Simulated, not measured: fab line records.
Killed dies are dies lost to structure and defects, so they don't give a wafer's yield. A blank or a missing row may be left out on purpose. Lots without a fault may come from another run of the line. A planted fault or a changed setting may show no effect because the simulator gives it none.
Which tool did it? || flow sky130 || 14 lots, 42 wafers sampled, at 5 steps of a route of 708

== WHAT THE GAUGES SHOWED, per wafer ==
SKY_VIA1_BOW_MEAS_03. Usual: VIA1_BOW typically reads 80 um, with standard deviation 6.8.
{"lot": "L313", "measured": "day 37 06:00", "on": "film-metro-04", "VIA1_BOW (um)": "77 79 69", "flag": ""}
{"lot": "L314", "measured": "day 37 11:53", "on": "film-metro-04", "VIA1_BOW (um)": "81 76 94", "flag": ""}
{"lot": "L315", "measured": "day 38 04:14", "on": "film-metro-04", "VIA1_BOW (um)": "77 76 78", "flag": ""}
{"lot": "L316", "measured": "day 38 09:25", "on": "film-metro-03", "VIA1_BOW (um)": "70 78 74", "flag": ""}
{"lot": "L317", "measured": "day 38 13:17", "on": "film-metro-01", "VIA1_BOW (um)": "84 81 85", "flag": ""}
{"lot": "L318", "measured": "day 38 15:13", "on": "film-metro-04", "VIA1_BOW (um)": "71 92 84", "flag": ""}
{"lot": "L319", "measured": "day 38 23:08", "on": "film-metro-04", "VIA1_BOW (um)": "81 79 80", "flag": ""}
{"lot": "L321", "measured": "day 39 07:24", "on": "film-metro-03", "VIA1_BOW (um)": "80 81 79", "flag": ""}
{"lot": "L320", "measured": "day 39 10:19", "on": "film-metro-04", "VIA1_BOW (um)": "87 85 80", "flag": ""}
{"lot": "L322", "measured": "day 39 21:24", "on": "film-metro-01", "VIA1_BOW (um)": "85 93 78", "flag": ""}
{"lot": "L323", "measured": "day 40 00:48", "on": "film-metro-03", "VIA1_BOW (um)": "90 75 78", "flag": ""}
{"lot": "L324", "measured": "day 40 02:51", "on": "film-metro-01", "VIA1_BOW (um)": "72 71 77", "flag": ""}

== TOOL THAT RAN EACH LOT (tool first, then ch and the chambers of the sampled wafers, then the start) ==
{"lot": "L306", "SKY_CONTACT_CMP_27": "cmp-01 ch 1,2,3, day 33 13:06", "SKY_METAL1_METAL_ETCH_19": "rie-metal-02 ch 0,1, day 34 16:59", "SKY_METAL1_STRIP_20": "plasma-asher-04 ch 0, day 34 17:04", "SKY_VIA1_CMP_02": "-"}
{"lot": "L305", "SKY_CONTACT_CMP_27": "cmp-01 ch 2,3, day 33 19:36", "SKY_METAL1_METAL_ETCH_19": "rie-metal-01 ch 0,1, day 34 23:32", "SKY_METAL1_STRIP_20": "plasma-asher-04 ch 0, day 34 23:37", "SKY_VIA1_CMP_02": "-"}
{"lot": "L313", "SKY_CONTACT_CMP_27": "cmp-02 ch 0,1,2, day 36 02:00", "SKY_METAL1_METAL_ETCH_19": "rie-metal-01 ch 0, day 37 04:41", "SKY_METAL1_STRIP_20": "plasma-asher-04 ch 0, day 37 04:52", "SKY_VIA1_CMP_02": "cmp-01 ch 0,2,3, day 37 05:41"}
{"lot": "L314", "SKY_CONTACT_CMP_27": "cmp-02 ch 1,2, day 36 07:45", "SKY_METAL1_METAL_ETCH_19": "rie-metal-03 ch 0,1, day 37 10:42", "SKY_METAL1_STRIP_20": "plasma-asher-04 ch 0,1, day 37 10:47", "SKY_VIA1_CMP_02": "cmp-01 ch 1,2,3, day 37 11:40"}
{"lot": "L315", "SKY_CONTACT_CMP_27": "cmp-02 ch 0,1,3, day 37 01:04", "SKY_METAL1_METAL_ETCH_19": "rie-metal-02 ch 0,1, day 38 03:03", "SKY_METAL1_STRIP_20": "plasma-asher-03 ch 0,1, day 38 03:08", "SKY_VIA1_CMP_02": "cmp-01 ch 0,1,3, day 38 03:54"}
{"lot": "L316", "SKY_CONTACT_CMP_27": "cmp-01 ch 1,2, day 37 06:04", "SKY_METAL1_METAL_ETCH_19": "rie-metal-01 ch 0,1, day 38 08:14", "SKY_METAL1_STRIP_20": "plasma-asher-03 ch 0,1, day 38 08:19", "SKY_VIA1_CMP_02": "cmp-02 ch 0,1,3, day 38 09:14"}
{"lot": "L317", "SKY_CONTACT_CMP_27": "cmp-01 ch 0,2,3, day 37 09:36", "SKY_METAL1_METAL_ETCH_19": "rie-metal-03 ch 0,1, day 38 11:56", "SKY_METAL1_STRIP_20": "plasma-asher-04 ch 0,1, day 38 12:01", "SKY_VIA1_CMP_02": "cmp-01 ch 0,1,2, day 38 12:58"}
{"lot": "L318", "SKY_CONTACT_CMP_27": "cmp-01 ch 2,3, day 37 12:08", "SKY_METAL1_METAL_ETCH_19": "rie-metal-02 ch 0,1, day 38 13:59", "SKY_METAL1_STRIP_20": "plasma-asher-03 ch 0,1, day 38 14:04", "SKY_VIA1_CMP_02": "cmp-01 ch 0,1,2, day 38 14:55"}
{"lot": "L319", "SKY_CONTACT_CMP_27": "cmp-02 ch 0,2,3, day 37 18:58", "SKY_METAL1_METAL_ETCH_19": "rie-metal-03 ch 0,1, day 38 21:56", "SKY_METAL1_STRIP_20": "plasma-asher-02 ch 0,1, day 38 22:01", "SKY_VIA1_CMP_02": "cmp-01 ch 1,2,3, day 38 22:49"}
{"lot": "L321", "SKY_CONTACT_CMP_27": "cmp-02 ch 0,3, day 38 04:04", "SKY_METAL1_METAL_ETCH_19": "rie-metal-03 ch 0,1, day 39 06:14", "SKY_METAL1_STRIP_20": "plasma-asher-03 ch 0,1, day 39 06:19", "SKY_VIA1_CMP_02": "cmp-01 ch 0,2,3, day 39 07:11"}
{"lot": "L320", "SKY_CONTACT_CMP_27": "cmp-01 ch 1,3, day 38 06:50", "SKY_METAL1_METAL_ETCH_19": "rie-metal-03 ch 0,1, day 39 09:09", "SKY_METAL1_STRIP_20": "plasma-asher-02 ch 0,1, day 39 09:14", "SKY_VIA1_CMP_02": "cmp-02 ch 0,1, day 39 10:01"}
{"lot": "L322", "SKY_CONTACT_CMP_27": "cmp-02 ch 0,1,3, day 38 17:57", "SKY_METAL1_METAL_ETCH_19": "rie-metal-03 ch 0,1, day 39 20:15", "SKY_METAL1_STRIP_20": "plasma-asher-03 ch 0,1, day 39 20:20", "SKY_VIA1_CMP_02": "cmp-02 ch 0,1,3, day 39 21:06"}
{"lot": "L323", "SKY_CONTACT_CMP_27": "cmp-01 ch 0,1, day 38 22:08", "SKY_METAL1_METAL_ETCH_19": "rie-metal-03 ch 0,1, day 39 23:39", "SKY_METAL1_STRIP_20": "plasma-asher-03 ch 0,1, day 39 23:44", "SKY_VIA1_CMP_02": "cmp-02 ch 0,2,3, day 40 00:39"}
{"lot": "L324", "SKY_CONTACT_CMP_27": "cmp-02 ch 0,1,2, day 38 23:43", "SKY_METAL1_METAL_ETCH_19": "rie-metal-01 ch 0,1, day 40 01:41", "SKY_METAL1_STRIP_20": "plasma-asher-04 ch 0,1, day 40 01:46", "SKY_VIA1_CMP_02": "cmp-01 ch 0,1,2, day 40 02:32"}
- SKY_CONTACT_CMP_27: polishes, stops on SiO2, t overpolish 15 s, target thk 0 nm.
- SKY_METAL1_METAL_ETCH_19: etches the open film in Cl2/BCl3, stops on SiO2, target depth 360 nm, time 78 s.
- SKY_METAL1_STRIP_20: strips in O2/N2.
- SKY_VIA1_CMP_02: polishes SiO2.

== WHAT THE TOOLS THEMSELVES READ (means of the sampled wafers that have a number; where no wafer has one, the mark that the record gives instead) ==
SKY_CONTACT_CMP_27. Usual: motor-current-A 11.2 A, standard deviation 1.6; overpolish-run-s 15.000 s, standard deviation 0.0088; slurry-flow-ml-min 150.0, standard deviation 0.49; time-to-endpoint-s 79 s, standard deviation 5.9.
{"lot": "L306", "tool": "cmp-01", "motor-current-A (A)": 10.2, "overpolish-run-s (s)": 15.005, "slurry-flow-ml-min": 149.4, "time-to-endpoint-s (s)": 84, "flag": ""}
{"lot": "L305", "tool": "cmp-01", "motor-current-A (A)": 9.6, "overpolish-run-s (s)": 15.008, "slurry-flow-ml-min": 149.9, "time-to-endpoint-s (s)": 80, "flag": ""}
{"lot": "L313", "tool": "cmp-02", "motor-current-A (A)": 11.5, "overpolish-run-s (s)": 15.002, "slurry-flow-ml-min": 150.0, "time-to-endpoint-s (s)": 75, "flag": ""}
{"lot": "L314", "tool": "cmp-02", "motor-current-A (A)": 11.3, "overpolish-run-s (s)": 15.007, "slurry-flow-ml-min": 150.3, "time-to-endpoint-s (s)": 80, "flag": ""}
{"lot": "L315", "tool": "cmp-02", "motor-current-A (A)": 11.3, "overpolish-run-s (s)": 14.995, "slurry-flow-ml-min": 150.1, "time-to-endpoint-s (s)": 76, "flag": ""}
{"lot": "L316", "tool": "cmp-01", "motor-current-A (A)": 11.5, "overpolish-run-s (s)": 15.006, "slurry-flow-ml-min": 150.1, "time-to-endpoint-s (s)": 81, "flag": ""}
{"lot": "L317", "tool": "cmp-01", "motor-current-A (A)": 11.1, "overpolish-run-s (s)": 15.005, "slurry-flow-ml-min": 149.6, "time-to-endpoint-s (s)": 80, "flag": ""}
{"lot": "L318", "tool": "cmp-01", "motor-current-A (A)": 9.8, "overpolish-run-s (s)": 15.004, "slurry-flow-ml-min": 149.9, "time-to-endpoint-s (s)": 82, "flag": ""}
{"lot": "L319", "tool": "cmp-02", "motor-current-A (A)": 12.6, "overpolish-run-s (s)": 14.992, "slurry-flow-ml-min": 149.9, "time-to-endpoint-s (s)": 74, "flag": ""}
{"lot": "L321", "tool": "cmp-02", "motor-current-A (A)": 11.5, "overpolish-run-s (s)": 15.008, "slurry-flow-ml-min": 149.6, "time-to-endpoint-s (s)": 73, "flag": ""}
{"lot": "L320", "tool": "cmp-01", "motor-current-A (A)": 9.4, "overpolish-run-s (s)": 14.992, "slurry-flow-ml-min": 150.8, "time-to-endpoint-s (s)": 85, "flag": ""}
{"lot": "L322", "tool": "cmp-02", "motor-current-A (A)": 11.3, "overpolish-run-s (s)": 15.000, "slurry-flow-ml-min": 149.8, "time-to-endpoint-s (s)": 77, "flag": ""}
{"lot": "L323", "tool": "cmp-01", "motor-current-A (A)": 10.9, "overpolish-run-s (s)": 14.994, "slurry-flow-ml-min": 150.0, "time-to-endpoint-s (s)": 80, "flag": ""}
{"lot": "L324", "tool": "cmp-02", "motor-current-A (A)": 11.7, "overpolish-run-s (s)": 15.004, "slurry-flow-ml-min": 149.8, "time-to-endpoint-s (s)": 79, "flag": ""}

SKY_METAL1_METAL_ETCH_19. Usual: bcl3-flow-sccm 29.98 sccm, standard deviation 0.091; bias-w 48.50 W, standard deviation 0.15; drypump-motor-current-A 6.00 A, standard deviation 0.29; oes-product-au 0.852 a.u., standard deviation 0.0075; throttle-valve-pct 22.266 %, standard deviation 0.0088.
{"lot": "L306", "tool": "rie-metal-02", "bcl3-flow-sccm (sccm)": "-", "bias-w (W)": "-", "drypump-motor-current-A (A)": "-", "oes-product-au (a.u.)": "-", "throttle-valve-pct (%)": "-", "flag": "OFF"}
{"lot": "L305", "tool": "rie-metal-01", "bcl3-flow-sccm (sccm)": "-", "bias-w (W)": "-", "drypump-motor-current-A (A)": "-", "oes-product-au (a.u.)": "-", "throttle-valve-pct (%)": "-", "flag": "OFF"}
{"lot": "L313", "tool": "rie-metal-01", "bcl3-flow-sccm (sccm)": 29.94, "bias-w (W)": 48.54, "drypump-motor-current-A (A)": 6.01, "oes-product-au (a.u.)": 0.849, "throttle-valve-pct (%)": 22.264, "flag": ""}
{"lot": "L314", "tool": "rie-metal-03", "bcl3-flow-sccm (sccm)": 29.95, "bias-w (W)": 48.52, "drypump-motor-current-A (A)": 6.00, "oes-product-au (a.u.)": 0.853, "throttle-valve-pct (%)": 22.267, "flag": ""}
{"lot": "L315", "tool": "rie-metal-02", "bcl3-flow-sccm (sccm)": 30.02, "bias-w (W)": 48.45, "drypump-motor-current-A (A)": 6.33, "oes-product-au (a.u.)": 0.850, "throttle-valve-pct (%)": 22.262, "flag": ""}
{"lot": "L316", "tool": "rie-metal-01", "bcl3-flow-sccm (sccm)": 29.92, "bias-w (W)": 48.47, "drypump-motor-current-A (A)": 5.99, "oes-product-au (a.u.)": 0.850, "throttle-valve-pct (%)": 22.270, "flag": ""}
{"lot": "L317", "tool": "rie-metal-03", "bcl3-flow-sccm (sccm)": 30.05, "bias-w (W)": 48.36, "drypump-motor-current-A (A)": 6.01, "oes-product-au (a.u.)": 0.850, "throttle-valve-pct (%)": 22.257, "flag": ""}
{"lot": "L318", "tool": "rie-metal-02", "bcl3-flow-sccm (sccm)": 29.96, "bias-w (W)": 48.56, "drypump-motor-current-A (A)": 6.05, "oes-product-au (a.u.)": 0.846, "throttle-valve-pct (%)": 22.270, "flag": ""}
{"lot": "L319", "tool": "rie-metal-03", "bcl3-flow-sccm (sccm)": 29.99, "bias-w (W)": 48.35, "drypump-motor-current-A (A)": 5.79, "oes-product-au (a.u.)": 0.848, "throttle-valve-pct (%)": 22.263, "flag": ""}
{"lot": "L321", "tool": "rie-metal-03", "bcl3-flow-sccm (sccm)": 29.99, "bias-w (W)": 48.41, "drypump-motor-current-A (A)": 5.99, "oes-product-au (a.u.)": 0.854, "throttle-valve-pct (%)": 22.273, "flag": ""}
{"lot": "L320", "tool": "rie-metal-03", "bcl3-flow-sccm (sccm)": 29.98, "bias-w (W)": 48.55, "drypump-motor-current-A (A)": 5.78, "oes-product-au (a.u.)": 0.850, "throttle-valve-pct (%)": 22.262, "flag": ""}
{"lot": "L322", "tool": "rie-metal-03", "bcl3-flow-sccm (sccm)": 29.96, "bias-w (W)": 48.71, "drypump-motor-current-A (A)": 5.97, "oes-product-au (a.u.)": 0.854, "throttle-valve-pct (%)": 22.265, "flag": ""}
{"lot": "L323", "tool": "rie-metal-03", "bcl3-flow-sccm (sccm)": 29.95, "bias-w (W)": 48.40, "drypump-motor-current-A (A)": 5.97, "oes-product-au (a.u.)": 0.850, "throttle-valve-pct (%)": 22.268, "flag": ""}
{"lot": "L324", "tool": "rie-metal-01", "bcl3-flow-sccm (sccm)": 29.98, "bias-w (W)": 48.50, "drypump-motor-current-A (A)": 5.97, "oes-product-au (a.u.)": 0.856, "throttle-valve-pct (%)": 22.263, "flag": ""}

SKY_METAL1_STRIP_20. Usual: drypump-motor-current-A 5.7 A, standard deviation 0.38; oes-product-au 0.342 a.u., standard deviation 0.005; strip-time-to-endpoint-s 2.70 s, standard deviation 0.052.
{"lot": "L306", "tool": "plasma-asher-04", "drypump-motor-current-A (A)": 6.0, "oes-product-au (a.u.)": 0.448, "strip-time-to-endpoint-s (s)": 5.20, "flag": "OFF"}
{"lot": "L305", "tool": "plasma-asher-04", "drypump-motor-current-A (A)": 6.0, "oes-product-au (a.u.)": 0.449, "strip-time-to-endpoint-s (s)": 5.22, "flag": "OFF"}
{"lot": "L313", "tool": "plasma-asher-04", "drypump-motor-current-A (A)": 6.0, "oes-product-au (a.u.)": 0.340, "strip-time-to-endpoint-s (s)": 2.67, "flag": ""}
{"lot": "L314", "tool": "plasma-asher-04", "drypump-motor-current-A (A)": 5.8, "oes-product-au (a.u.)": 0.341, "strip-time-to-endpoint-s (s)": 2.71, "flag": ""}
{"lot": "L315", "tool": "plasma-asher-03", "drypump-motor-current-A (A)": 5.7, "oes-product-au (a.u.)": 0.337, "strip-time-to-endpoint-s (s)": 2.65, "flag": ""}
{"lot": "L316", "tool": "plasma-asher-03", "drypump-motor-current-A (A)": 5.7, "oes-product-au (a.u.)": 0.339, "strip-time-to-endpoint-s (s)": 2.68, "flag": ""}
{"lot": "L317", "tool": "plasma-asher-04", "drypump-motor-current-A (A)": 5.8, "oes-product-au (a.u.)": 0.347, "strip-time-to-endpoint-s (s)": 2.72, "flag": ""}
{"lot": "L318", "tool": "plasma-asher-03", "drypump-motor-current-A (A)": 5.4, "oes-product-au (a.u.)": 0.339, "strip-time-to-endpoint-s (s)": 2.66, "flag": ""}
{"lot": "L319", "tool": "plasma-asher-02", "drypump-motor-current-A (A)": 5.7, "oes-product-au (a.u.)": 0.347, "strip-time-to-endpoint-s (s)": 2.72, "flag": ""}
{"lot": "L321", "tool": "plasma-asher-03", "drypump-motor-current-A (A)": 5.7, "oes-product-au (a.u.)": 0.344, "strip-time-to-endpoint-s (s)": 2.74, "flag": ""}
{"lot": "L320", "tool": "plasma-asher-02", "drypump-motor-current-A (A)": 5.7, "oes-product-au (a.u.)": 0.345, "strip-time-to-endpoint-s (s)": 2.78, "flag": ""}
{"lot": "L322", "tool": "plasma-asher-03", "drypump-motor-current-A (A)": 5.3, "oes-product-au (a.u.)": 0.342, "strip-time-to-endpoint-s (s)": 2.74, "flag": ""}
{"lot": "L323", "tool": "plasma-asher-03", "drypump-motor-current-A (A)": 5.4, "oes-product-au (a.u.)": 0.344, "strip-time-to-endpoint-s (s)": 2.80, "flag": ""}
{"lot": "L324", "tool": "plasma-asher-04", "drypump-motor-current-A (A)": 5.8, "oes-product-au (a.u.)": 0.342, "strip-time-to-endpoint-s (s)": 2.62, "flag": ""}

SKY_VIA1_CMP_02. Usual: motor-current-A 12.2 A, standard deviation 1.7; slurry-flow-ml-min 150.0, standard deviation 0.48.
{"lot": "L313", "tool": "cmp-01", "motor-current-A (A)": 11.8, "slurry-flow-ml-min": 149.7, "flag": ""}
{"lot": "L314", "tool": "cmp-01", "motor-current-A (A)": 11.5, "slurry-flow-ml-min": 149.8, "flag": ""}
{"lot": "L315", "tool": "cmp-01", "motor-current-A (A)": 11.7, "slurry-flow-ml-min": 150.0, "flag": ""}
{"lot": "L316", "tool": "cmp-02", "motor-current-A (A)": 12.3, "slurry-flow-ml-min": 150.4, "flag": ""}
{"lot": "L317", "tool": "cmp-01", "motor-current-A (A)": 12.5, "slurry-flow-ml-min": 150.0, "flag": ""}
{"lot": "L318", "tool": "cmp-01", "motor-current-A (A)": 12.0, "slurry-flow-ml-min": 150.1, "flag": ""}
{"lot": "L319", "tool": "cmp-01", "motor-current-A (A)": 11.0, "slurry-flow-ml-min": 150.3, "flag": ""}
{"lot": "L321", "tool": "cmp-01", "motor-current-A (A)": 11.9, "slurry-flow-ml-min": 149.3, "flag": ""}
{"lot": "L320", "tool": "cmp-02", "motor-current-A (A)": 11.4, "slurry-flow-ml-min": 150.2, "flag": ""}
{"lot": "L322", "tool": "cmp-02", "motor-current-A (A)": 12.0, "slurry-flow-ml-min": 150.1, "flag": ""}
{"lot": "L323", "tool": "cmp-02", "motor-current-A (A)": 13.4, "slurry-flow-ml-min": 149.9, "flag": ""}
{"lot": "L324", "tool": "cmp-01", "motor-current-A (A)": 12.6, "slurry-flow-ml-min": 150.0, "flag": ""}

== THE ANSWER, worked out from the rows above alone ==
Rule: take the mean of a lot's wafers that have a number; if it is more than 3 standard deviations from the usual mean, the lot is off. A lot without any number at a reading at which 4 lots or more have one is off too. Where the step has rows for the other lots, those lots are counted as sound. The gauges are gone through in route order, then the tools' own readings, and for those a lot's mean is taken as printed above. The first step at which some lot is off is used, and at that step the reading that is off furthest; a lot without a number counts as furthest.
Off at SKY_METAL1_METAL_ETCH_19 (bcl3-flow-sccm): L306, L305. Without a number there: L306, L305.
A tool fits if, at that step or a process step before it, it ran every lot that is off, and no sound lot after the first of them. None of those tried fits.

== WHAT THE SIMULATOR PUT IN ==
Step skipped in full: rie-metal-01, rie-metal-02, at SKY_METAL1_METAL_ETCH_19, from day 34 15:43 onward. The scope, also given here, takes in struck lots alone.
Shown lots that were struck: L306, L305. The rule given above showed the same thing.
